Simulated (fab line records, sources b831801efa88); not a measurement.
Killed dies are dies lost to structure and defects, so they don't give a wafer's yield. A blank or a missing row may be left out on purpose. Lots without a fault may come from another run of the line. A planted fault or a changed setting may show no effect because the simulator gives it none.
fab line records | flow sky130
record lots=6 wafers=18 last_day=50
route steps=708 shown VIA1@460 PAD_OPEN@708
lots that met no fault: from a run of the same line without faults
start_h: hours from the record's first day to the start of the lot's first wafer shown | wait_h: hours since the lot's step before | " the same as in the row above | L1.1+2: a row that stands for several wafers | - no value, or no start given | * or withheld: withheld | < > ~ a bound
route shown NAME@n: a module of which the file shows steps, and the number in the route of the first | usual: mean/standard deviation of fault-free wafers | same: alike in all rows | chamber/n: place in a boat | sites: the reading at each site | _std_site: their standard deviation | _edge_site: outer sites' mean less inner sites' | radius_mm: how far each site lies from the wafer's centre | mask NAME#n: copy n | behind: the tool/chamber that last shaped the wafer | hold: why the lot was held/for how many hours/how that ended | device: the transistor (n, p or np) that didn't switch | end of line: the same wafers' tests at the end of the route | a step without rows: its recipe alone | killed: dies lost to structure and defects at the first sort, not the wafer's yield | map: a wafer's dies, x killed, . not, _ none there
set.NAME: the setting as run; set.NAME@STEP: as run at that earlier step | model.NAME: the simulator's own value behind a step, which no gauge read
lots at some steps of the route; a table a step, a row a wafer
services: from which hour (start_h, from the record's first day; less than 0 if before it) a tool's chamber was out of use, for how many hours, and why
## steps
# step SKY_VIA1_CMP_02
# recipe material=SiO2 down_force_psi=4 platen_rpm=60 pad_velocity_m_s=0.94248
# usual motor_current_A=12.3/0.95
# columns lot.wafer tool chamber start_h wait_h motor_current_A
L964.3 cmp-02 2 867.36 0.1 13.8
L964.6 " 1 " " 10.0
L964.5 " 2 " " 13.7
L967.4 cmp-01 2 883.43 0.1 12.8
L967.2 " 3 " " 12.8
L967.6 " 2 " " 13.3
L972.1 cmp-01 2 915.66 0.5 12.5
L972.4 " 1 " " 12.2
L972.6 " 3 " " 12.5
L975.4 cmp-01 2 922.20 0.1 13.3
L975.1 " 3 " " 12.9
L975.6 " 0 " " 12.0
L974.2 cmp-02 1 925.35 0.0 9.6
L974.1 " 2 " " 13.7
L974.5 " 1 " " 9.5
L978.3 cmp-02 3 939.10 0.1 11.9
L978.2 " 0 " " 13.6
L978.6 " 2 " " 13.2
# step SKY_VIA1_BOW_MEAS_03
# recipe mode=bow
# usual VIA1_BOW=79/6.8
# columns lot.wafer tool chamber start_h wait_h VIA1_BOW[um]
L964.3 film_metro-02 - 867.65 0.2 83
L964.5 " - " " 83
L964.6 " - " " 79
L967.2 film_metro-02 - 883.70 0.2 79
L967.4 " - " " 81
L967.6 " - " " 83
L972.1 film_metro-02 - 915.96 0.2 76
L972.4 " - " " 79
L972.6 " - " " 80
L975.1 film_metro-01 - 922.40 0.1 78
L975.4 " - " " 72
L975.6 " - " " 91
L974.1 film_metro-03 - 925.65 0.2 77
L974.2 " - " " 87
L974.5 " - " " 95
L978.2 film_metro-03 - 939.37 0.2 89
L978.3 " - " " 77
L978.6 " - " " 79
# step SKY_VIA1_DEHYDRATE_04
# recipe temp_c=200 time_s=60
# step SKY_VIA1_HMDS_05
# recipe prime_time_s=60 prime_temp_c=120
# step SKY_VIA1_COAT_06
# recipe resist=BARC temp_c=withheld time_s=withheld spin_rpm=3000 resist_thk_nm=60
# step SKY_VIA1_COAT_07
# recipe resist=KrF-thick spin_rpm=3000 resist_thk_nm=450
# step SKY_VIA1_SOFTBAKE_08
# recipe temp_c=100 time_s=88.51 resist=KrF-thick
# step SKY_VIA1_EXPOSE_09
# recipe mask_id=VIM na=0.8 source_shape=annular sigma_inner=0.55 sigma_outer=0.85 target_cd_nm=150 dose_mj=38
# step SKY_VIA1_PEB_10
# recipe peb_temp_c=withheld peb_time_s=withheld resist=KrF-thick
# step SKY_VIA1_DEVELOP_11
# recipe develop_time_s=60 resist=KrF-thick dev_temp_c=21
# step SKY_VIA1_CD_MEAS_12
# recipe target_cd_nm=150
# usual cd_nm=149.9/1.7
# columns lot.wafer tool chamber start_h wait_h cd_nm
L964.3 cd_sem-01 - 893.91 - 151.0
L964.5 " - " " 150.6
L964.6 " - " " 151.1
L967.2 cd_sem-01 - 909.49 - 150.3
L967.4 " - " " 149.3
L967.6 " - " " 149.4
L972.1 cd_sem-01 - 940.83 - 148.6
L972.4 " - " " 146.6
L972.6 " - " " 148.1
L975.1 cd_sem-01 - 947.55 - 152.0
L975.4 " - " " 150.0
L975.6 " - " " 150.4
L974.1 cd_sem-01 - 950.35 - 149.2
L974.2 " - " " 148.3
L974.5 " - " " 151.7
L978.2 cd_sem-01 - 963.30 - 150.9
L978.3 " - " " 151.0
L978.6 " - " " 151.7
# step SKY_VIA1_OVL_MEAS_13
# usual VIA1_OVL=0/4.9
# columns lot.wafer tool chamber start_h wait_h VIA1_OVL[nm]
L964.3 overlay-01 - 894.00 0.1 -1
L964.5 " - " " 6
L964.6 " - " " 5
L967.2 overlay-01 - 909.60 0.1 -3
L967.4 " - " " -8
L967.6 " - " " -4
L972.1 overlay-01 - 940.95 0.1 -6
L972.4 " - " " -2
L972.6 " - " " 0
L975.1 overlay-01 - 947.67 0.1 -2
L975.4 " - " " -6
L975.6 " - " " -1
L974.1 overlay-02 - 950.47 0.1 3
L974.2 " - " " 3
L974.5 " - " " 7
L978.2 overlay-01 - 963.41 0.1 4
L978.3 " - " " 3
L978.6 " - " " 4
# step SKY_VIA1_ETCH_14
# recipe chemistry=N2/H2 target=BARC ion_energy_ev=200 source_w=500 bias_w=100 pressure_mtorr=30 n2_flow_sccm=100 h2_flow_sccm=200 stop_on=SiO2 time_s=45.9 target_depth_a=600
# usual bias_w=100.05/0.27 chamber_pressure_mTorr=30.004/0.026 drypump_motor_current_A=5.9/0.4 oes_product_au=0.855/0.005 throttle_valve_pct=13.224/0.0099
# columns lot.wafer tool chamber start_h wait_h bias_w chamber_pressure_mTorr drypump_motor_current_A oes_product_au rf_hours_counter_h throttle_valve_pct
L964.3 rie_diel-04 2 894.03 0.0 100.10 29.981 5.4 0.854 8 13.237
L964.5 " 1 " " 99.79 30.015 5.6 0.863 - 13.204
L964.6 " 0 " " 100.27 30.017 6.5 0.850 - 13.227
L967.2 rie_diel-02 1 909.63 0.0 100.01 29.958 6.2 0.864 13 13.230
L967.4 " 3 " " 100.97 29.984 6.2 0.849 20 13.213
L967.6 " 0 " " 99.96 29.971 5.3 0.854 - 13.223
L972.1 rie_diel-02 3 940.99 0.0 99.87 30.030 6.1 0.859 20 13.236
L972.4 " 2 " " 103.89 29.949 6.1 0.861 13 13.219
L972.6 " 0 " " 100.03 30.011 5.3 0.857 - 13.231
L975.1 rie_diel-02 1 947.70 0.0 100.39 29.999 6.2 0.854 14 13.230
L975.4 " 2 " " 103.25 30.039 6.1 0.855 13 13.228
L975.6 " 2 " " 103.59 29.982 6.1 0.857 - 13.225
L974.1 rie_diel-04 0 950.50 0.0 100.21 29.943 6.5 0.852 21 13.226
L974.2 " 2 " " 100.40 29.964 5.3 0.845 10 13.231
L974.5 " 3 " " 100.31 30.050 5.6 0.855 - 13.212
L978.2 rie_diel-04 0 963.44 0.0 100.32 29.991 6.5 0.850 22 13.232
L978.3 " 1 " " 99.77 30.015 5.6 0.859 10 13.230
L978.6 " 0 " " 99.72 29.960 6.5 0.857 - 13.215
# step SKY_VIA1_ETCH_15
# recipe target=SiO2 chemistry=C4F8/O2/Ar target_depth_nm=351 stop_on=TiN mask_material=KrF-thick source_w=1500 bias_w=1200 pressure_mtorr=40 c4f8_flow_sccm=withheld O2_flow_sccm=6 Ar_flow_sccm=300 time_s=54
# usual bias_w=1200/3.8 chamber_pressure_mTorr=40.00/0.032 oes_product_au=0.982/0.005
# columns lot.wafer tool chamber start_h wait_h bias_w chamber_pressure_mTorr oes_product_au rf_hours_counter_h
L964.3 rie_diel-04 2 894.07 0.0 1199 40.01 0.981 8
L964.5 " 1 " " 1200 40.01 0.986 -
L964.6 " 0 " " 1200 39.98 0.969 -
L967.2 rie_diel-02 1 909.67 0.0 1195 39.99 0.987 13
L967.4 " 3 " " 1200 40.00 0.977 20
L967.6 " 0 " " 1202 39.94 0.975 -
L972.1 rie_diel-02 3 941.03 0.0 1199 39.97 0.981 20
L972.4 " 2 " " 1202 40.05 0.979 13
L972.6 " 0 " " 1205 40.04 0.988 -
L975.1 rie_diel-02 1 947.74 0.0 1193 39.95 0.978 14
L975.4 " 2 " " 1196 40.00 0.979 13
L975.6 " 2 " " 1202 40.00 0.976 -
L974.1 rie_diel-04 0 950.54 0.0 1202 39.97 0.983 21
L974.2 " 2 " " 1200 39.90 0.979 10
L974.5 " 3 " " 1196 40.09 0.976 -
L978.2 rie_diel-04 0 963.48 0.0 1206 40.02 0.978 22
L978.3 " 1 " " 1202 39.97 0.988 10
L978.6 " 0 " " 1199 40.02 0.983 -
# step SKY_PAD_OPEN_PROBE_99
# usual defect_limited_yield=82.1/1.8 killed_at_M0_to_M3=44/6.2 killed_at_M4_up=3.3/1.8 killed_at_contacts=25/5.8 killed_at_front_end=15/4 killed_at_other=0.3/0.49 killed_dies=88/8.8 killed_open=48/6.5 killed_short=39/6.3 sort_bin_3_pad_short=0.9/0.41 sort_bin_5_function=10.6/1.4 sort_bin_6_memory=6.4/1.1 sort_n_pass=404/8.8 sort_yield_pct=82.1/1.8
# same gross_dies=492 killed_at_back_side=0 sort_bin_4_leakage[%]=0 sort_bin_8_speed[%]=0
# columns lot.wafer tool chamber start_h wait_h defect_limited_yield[%] killed_at_M0_to_M3 killed_at_M4_up killed_at_contacts killed_at_front_end killed_at_other killed_dies killed_open killed_short sort_bin_3_pad_short[%] sort_bin_5_function[%] sort_bin_6_memory[%] sort_n_pass sort_yield_pct[%]
L964.3 prober-02 - 1154.75 0.2 81.3 44 5 22 21 0 92 50 42 1.0 11.4 6.3 400 81.3
L964.5 prober-02 - 1154.85 0.2 83.1 36 3 28 15 1 83 49 34 0.6 11.4 4.9 409 83.1
L964.6 prober-02 - 1154.90 0.2 79.3 42 6 40 14 0 102 63 39 0.8 11.2 8.7 390 79.3
L967.2 prober-02 - 1166.79 0.1 81.7 43 3 33 10 1 90 47 43 0.2 11.6 6.5 402 81.7
L967.4 prober-02 - 1166.89 0.2 83.3 48 2 21 11 0 82 43 39 0.8 6.3 9.6 410 83.3
L967.6 prober-02 - 1166.99 0.2 80.9 41 1 28 23 1 94 46 48 0.4 11.4 7.3 398 80.9
L972.1 prober-01 - 1190.25 0.1 83.5 44 0 20 17 0 81 42 39 1.0 10.8 4.7 411 83.5
L972.4 prober-01 - 1190.40 0.2 81.9 60 3 16 10 0 89 48 41 0.6 11.2 6.3 403 81.9
L972.6 prober-01 - 1190.50 0.2 80.5 58 2 25 11 0 96 58 38 0.8 12.6 6.1 396 80.5
L975.1 prober-02 - 1193.76 0.1 82.1 47 1 25 15 0 88 48 40 0.8 11.4 5.7 404 82.1
L975.4 prober-02 - 1193.91 0.2 78.3 57 1 33 16 0 107 53 54 0.8 15.2 5.7 385 78.3
L975.6 prober-02 - 1194.01 0.2 82.7 46 2 16 20 1 85 48 37 0.6 8.5 8.1 407 82.7
# killed by level:class
L964.3 VIA1:geometric_particle:open=12 CONTACT:geometric_particle:short=8 VIA3:geometric_particle:open=7 POLY_GATE:geometric_particle:open=6 LI_CONTACT:geometric_particle:open=6 FIELD_ISO:geometric_particle:short=5 VIA1:geometric_particle:short=5 VIA2:geometric_particle:open=5
L964.5 CONTACT:geometric_particle:open=13 VIA1:geometric_particle:open=11 CONTACT:geometric_particle:short=6 VIA3:geometric_particle:open=6 LI_CONTACT:geometric_particle:open=5 POLY_GATE:geometric_particle:short=4 VIA2:geometric_particle:open=4 FIELD_ISO:geometric_particle:open=3
L964.6 CONTACT:geometric_particle:open=17 VIA1:geometric_particle:open=11 LI_CONTACT:geometric_particle:open=10 VIA2:geometric_particle:open=7 LI_CONTACT:geometric_particle:short=6 METAL1:geometric_particle:short=5 METAL2:geometric_particle:short=5 LOCAL_INTERCONNECT:geometric_particle:short=4
L967.2 CONTACT:geometric_particle:open=14 VIA3:geometric_particle:open=10 VIA1:geometric_particle:open=9 LOCAL_INTERCONNECT:geometric_particle:short=7 METAL1:geometric_particle:short=7 CONTACT:geometric_particle:short=6 VIA2:geometric_particle:short=6 METAL2:geometric_particle:short=4
L967.4 VIA1:geometric_particle:open=10 VIA3:geometric_particle:open=8 CONTACT:geometric_particle:open=7 VIA1:geometric_particle:short=7 METAL2:geometric_particle:short=6 CONTACT:geometric_particle:short=6 VIA2:geometric_particle:open=6 LI_CONTACT:geometric_particle:open=5
L967.6 CONTACT:geometric_particle:open=11 VIA2:geometric_particle:open=10 METAL1:geometric_particle:short=9 METAL3:geometric_particle:short=6 CONTACT:geometric_particle:short=6 FIELD_ISO:geometric_particle:open=5 VIA1:geometric_particle:short=5 POLY_GATE:geometric_particle:short=5
L972.1 VIA1:geometric_particle:open=10 CONTACT:geometric_particle:open=9 METAL1:geometric_particle:short=9 FIELD_ISO:geometric_particle:short=6 FIELD_ISO:geometric_particle:open=5 VIA3:geometric_particle:short=5 POLY_GATE:geometric_particle:open=4 VIA1:geometric_particle:short=4
L972.4 VIA1:geometric_particle:open=15 VIA3:geometric_particle:open=9 METAL1:geometric_particle:short=7 VIA2:geometric_particle:open=7 CONTACT:geometric_particle:open=5 METAL2:geometric_particle:short=5 LI_CONTACT:geometric_particle:short=4 VIA1:geometric_particle:short=4
L972.6 VIA1:geometric_particle:open=18 CONTACT:geometric_particle:open=9 LI_CONTACT:geometric_particle:open=8 METAL1:geometric_particle:short=8 VIA3:geometric_particle:open=8 VIA1:geometric_particle:short=6 VIA2:geometric_particle:short=5 VIA2:geometric_particle:open=4
L975.1 CONTACT:geometric_particle:open=9 METAL1:geometric_particle:short=9 VIA1:geometric_particle:open=7 LI_CONTACT:geometric_particle:open=7 VIA3:geometric_particle:open=7 FIELD_ISO:geometric_particle:open=6 FIELD_ISO:geometric_particle:short=5 METAL2:geometric_particle:short=5
L975.4 LOCAL_INTERCONNECT:geometric_particle:short=13 VIA2:geometric_particle:open=12 VIA1:geometric_particle:open=10 CONTACT:geometric_particle:open=9 VIA3:geometric_particle:open=8 LI_CONTACT:geometric_particle:open=7 VIA1:geometric_particle:short=6 POLY_GATE:geometric_particle:short=5
L975.6 METAL2:geometric_particle:short=10 CONTACT:geometric_particle:open=8 VIA1:geometric_particle:open=8 VIA2:geometric_particle:open=6 FIELD_ISO:geometric_particle:open=5 METAL1:geometric_particle:short=5 VIA1:geometric_particle:short=5 POLY_GATE:geometric_particle:open=4
## services
# columns tool chamber start_h hours kind
cmp-02 - 845.36 4.0 pm
cmp-01 - 864.84 4.7 pm
rie_diel-04 2 877.25 8.9 repair
rie_diel-04 - 905.33 0.2 repair
cmp-02 - 912.00 4.0 pm
cmp-02 - 914.44 0.7 repair
cmp-02 - 916.00 - consumable_replace:conditioner
cmp-02 - 916.00 - consumable_replace:pad
cmp-02 - 917.88 1.2 repair
rie_diel-02 - 917.93 14.6 pm
rie_diel-04 3 918.77 2.8 repair
cmp-01 - 935.19 0.8 repair
rie_diel-02 - 938.85 0.2 repair
cmp-02 - 954.66 7.7 pm
## key
first_sign step=SKY_VIA1_ETCH_14 reading=bias_w direction=up sigmas=13 usual=100.05 struck=103.58
effect none on later readings
met_at SKY_VIA1_ETCH_14
struck_wafers L972.4,L975.4,L975.6
fault kind=process_parameter_drift tool=rie_diel-02 chamber=2 onset_h=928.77 steps=SKY_VIA1_ETCH_14 channel=bias_w offset=3.4806 shape=step end_h=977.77 acts_in=these_recipes_only stated=100
